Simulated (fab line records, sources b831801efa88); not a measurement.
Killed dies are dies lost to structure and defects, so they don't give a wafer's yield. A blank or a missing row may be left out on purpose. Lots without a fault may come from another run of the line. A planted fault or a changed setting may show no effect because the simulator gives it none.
One fault seen from 2 desks | flow gf180mcu | each desk has only its own numbers; what lay behind them comes last

THE TOOL OWNER'S DESK: pvd_sputter-01
The tool's own readings at GF_M2_SPUTTER_03 (material Ti, target thk 10 nm, time 6.7 s): means of the sampled wafers that have a number, for each lot that ran on this tool. A lot is out of limits, marked OUT, if its mean lies more than 4 standard deviations from the usual mean; the brackets give that distance.
Columns: A = throttle_valve_pct at GF_M2_SPUTTER_03, usual 30.1 %
lot  | first seen here | A
L366 | day 19 08:11    | 29.7
L370 | day 20 16:14    | 30.4
L371 | day 21 01:02    | 29.6
L372 | day 21 11:55    | 29.9
This desk's finding: nothing out of limits on any of the 4 lots.

THE METROLOGY DESK
What the gauges read, lot by lot, whatever tool the lot ran on: means of the sampled wafers that have a number. A lot is out of limits, marked OUT, if its mean lies more than 4 standard deviations from the usual mean; the brackets give that distance.
Columns: A = V1_W_RS at GF_V1_RS_MEAS_24, usual 0.329 ohm/sq; B = V1_W_THK at GF_V1_THK_MEAS_25, usual 347 nm
lot  | first seen here | A     | B
L364 | day 18 12:48    | 0.327 | 349
L366 | day 19 07:34    | 0.325 | 345
L370 | day 20 15:38    | 0.331 | 344
L371 | day 21 00:23    | 0.330 | 347
L372 | day 21 11:20    | 0.329 | 348
L382 | day 24 19:49    | 0.333 | 341
L386 | day 26 04:50    | 0.331 | 348
This desk's finding: nothing out of limits on any of the 7 lots.

PUT TOGETHER
The tool owner's desk saw nothing out of limits.
The metrology desk saw nothing out of limits.

WHAT THE SIMULATOR HAD PUT IN
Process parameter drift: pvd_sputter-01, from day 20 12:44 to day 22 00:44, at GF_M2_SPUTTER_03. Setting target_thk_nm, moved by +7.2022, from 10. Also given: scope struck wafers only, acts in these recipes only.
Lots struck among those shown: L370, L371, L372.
